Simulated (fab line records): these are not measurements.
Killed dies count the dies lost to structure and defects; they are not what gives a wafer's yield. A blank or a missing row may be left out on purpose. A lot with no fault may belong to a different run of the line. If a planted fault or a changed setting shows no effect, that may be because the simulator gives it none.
Matching of chambers    flow gf180mcu    3 sister chambers for GF_V4_CVD_02 on pecvd-03
The step deposits SiO2 from TEOS, target thk 850 nm, time 94.851 s. 3 wafers are shown with their chamber, then 8 later ones without.

## EACH WAFER AND ITS CHAMBER
wafer   chamber  heater power w (W)
L088.1  1        908
L088.6  2        690
L091.1  0        750

## WAFERS WITH NO CHAMBER GIVEN
wafer   heater power w (W)
L091.4  881
L091.6  793
L093.3  671
L093.4  877
L093.5  553
L096.2  823
L096.3  670
L096.5  524

## CHAMBER TAKEN BY EACH
wafer   from the rows above           in truth
L091.4  can't be placed: 1 or 0 or 2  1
L091.6  can't be placed: 0 or 2 or 1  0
L093.3  can't be placed: 2 or 0       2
L093.4  can't be placed: 1 or 0 or 2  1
L093.5  can't be placed: 2 or 0       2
L096.2  can't be placed: 0 or 1 or 2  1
L096.3  can't be placed: 2 or 0       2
L096.5  can't be placed: 2 or 0       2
Correctly placed: 0 of 8. Can't be placed from these rows: 8 (the true chamber is among the candidates in 8). Number placed wrongly: 0.
How it was worked out, from the rows above alone: a wafer's distance from a chamber is the root of the sum, over the readings, of the square of ((its reading less the chamber's mean) divided by the reading's scatter). The wafer belongs to the nearest chamber; if the next one is less than 2 further off, it can't be placed. The mean given for a chamber averages the wafers shown for that chamber. The scatter: root of mean squared gap, hidden wafer to nearest shown wafer, with one shown wafer a chamber.
